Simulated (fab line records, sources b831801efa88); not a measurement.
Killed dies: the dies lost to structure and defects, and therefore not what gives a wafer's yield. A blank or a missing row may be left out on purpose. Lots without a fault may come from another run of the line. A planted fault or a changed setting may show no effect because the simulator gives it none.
Matching of chambers / flow gf180mcu / GF_STI_CMP_25 on cmp-02: 4 sister chambers
The step polishes, stops on Si3N4, t overpolish 33 s, target thk 524.6 nm. 14 wafers are shown with their chamber, then 7 later ones without.

## WAFERS PAIRED WITH THEIR CHAMBERS
wafer=L485.3; chamber=2; motorCurrentA (A)=13.3; timeToEndpointS (s)=126; overpolishRunS (s)=33.002
wafer=L485.4; chamber=1; motorCurrentA (A)=11.9; timeToEndpointS (s)=130; overpolishRunS (s)=32.998
wafer=L485.6; chamber=1; motorCurrentA (A)=11.1; timeToEndpointS (s)=132; overpolishRunS (s)=32.995
wafer=L490.3; chamber=2; motorCurrentA (A)=13.7; timeToEndpointS (s)=126; overpolishRunS (s)=33.003
wafer=L490.4; chamber=0; motorCurrentA (A)=11.7; timeToEndpointS (s)=114; overpolishRunS (s)=33.002
wafer=L490.6; chamber=3; motorCurrentA (A)=14.8; timeToEndpointS (s)=123; overpolishRunS (s)=33.009
wafer=L500.1; chamber=1; motorCurrentA (A)=10.8; timeToEndpointS (s)=123; overpolishRunS (s)=32.990
wafer=L500.3; chamber=0; motorCurrentA (A)=12.1; timeToEndpointS (s)=119; overpolishRunS (s)=32.999
wafer=L500.4; chamber=3; motorCurrentA (A)=14.4; timeToEndpointS (s)=119; overpolishRunS (s)=32.993
wafer=L501.1; chamber=1; motorCurrentA (A)=11.5; timeToEndpointS (s)=127; overpolishRunS (s)=32.983
wafer=L501.3; chamber=3; motorCurrentA (A)=14.5; timeToEndpointS (s)=125; overpolishRunS (s)=33.005
wafer=L501.6; chamber=3; motorCurrentA (A)=14.6; timeToEndpointS (s)=122; overpolishRunS (s)=33.005
wafer=L502.3; chamber=2; motorCurrentA (A)=13.7; timeToEndpointS (s)=124; overpolishRunS (s)=32.999
wafer=L502.5; chamber=3; motorCurrentA (A)=14.3; timeToEndpointS (s)=123; overpolishRunS (s)=32.999

SIGNATURES, as means of the wafers listed above
reading=motorCurrentA; chamber 0=11.900; chamber 1=11.325; chamber 2=13.567; chamber 3=14.520; scatter within a chamber=0.32
reading=timeToEndpointS; chamber 0=116.50; chamber 1=128.00; chamber 2=125.33; chamber 3=122.40; scatter within a chamber=2.83
reading=overpolishRunS; chamber 0=33.00050; chamber 1=32.99150; chamber 2=33.00133; chamber 3=33.00220; scatter within a chamber=0.00547
Rule: a wafer's distance from a chamber is the root of the sum, over the readings, of the square of ((its reading less the chamber's mean) divided by the reading's scatter). If the next closest chamber is less than 2 further off than the closest, the wafer can't be placed; otherwise it belongs to the closest. The scatter: the root of (the sum of the squares of (reading less its chamber's mean) over the shown wafers, divided by (wafers less chambers)).

## WAFERS MISSING THEIR CHAMBER
wafer=L502.6; motorCurrentA (A)=14.0; timeToEndpointS (s)=126; overpolishRunS (s)=33.002
wafer=L504.1; motorCurrentA (A)=13.5; timeToEndpointS (s)=122; overpolishRunS (s)=32.994
wafer=L504.3; motorCurrentA (A)=10.8; timeToEndpointS (s)=124; overpolishRunS (s)=33.006
wafer=L504.4; motorCurrentA (A)=13.9; timeToEndpointS (s)=120; overpolishRunS (s)=32.992
wafer=L506.1; motorCurrentA (A)=13.7; timeToEndpointS (s)=120; overpolishRunS (s)=32.995
wafer=L506.2; motorCurrentA (A)=11.0; timeToEndpointS (s)=122; overpolishRunS (s)=33.001
wafer=L506.4; motorCurrentA (A)=12.0; timeToEndpointS (s)=119; overpolishRunS (s)=33.010

## WHICH CHAMBER EACH ONE RAN IN
wafer=L502.6; from the rows above=can't be placed: 2 or 3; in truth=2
wafer=L504.1; from the rows above=can't be placed: 2 or 3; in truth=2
wafer=L504.3; from the rows above=can't be placed: 1 or 0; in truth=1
wafer=L504.4; from the rows above=can't be placed: 2 or 3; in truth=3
wafer=L506.1; from the rows above=can't be placed: 2 or 3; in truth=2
wafer=L506.2; from the rows above=can't be placed: 1 or 0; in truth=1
wafer=L506.4; from the rows above=0; in truth=0
Placed correctly: 1 of 7. These rows do not allow placing 6 (true chamber among the candidates in 6). Wrongly placed: 0.
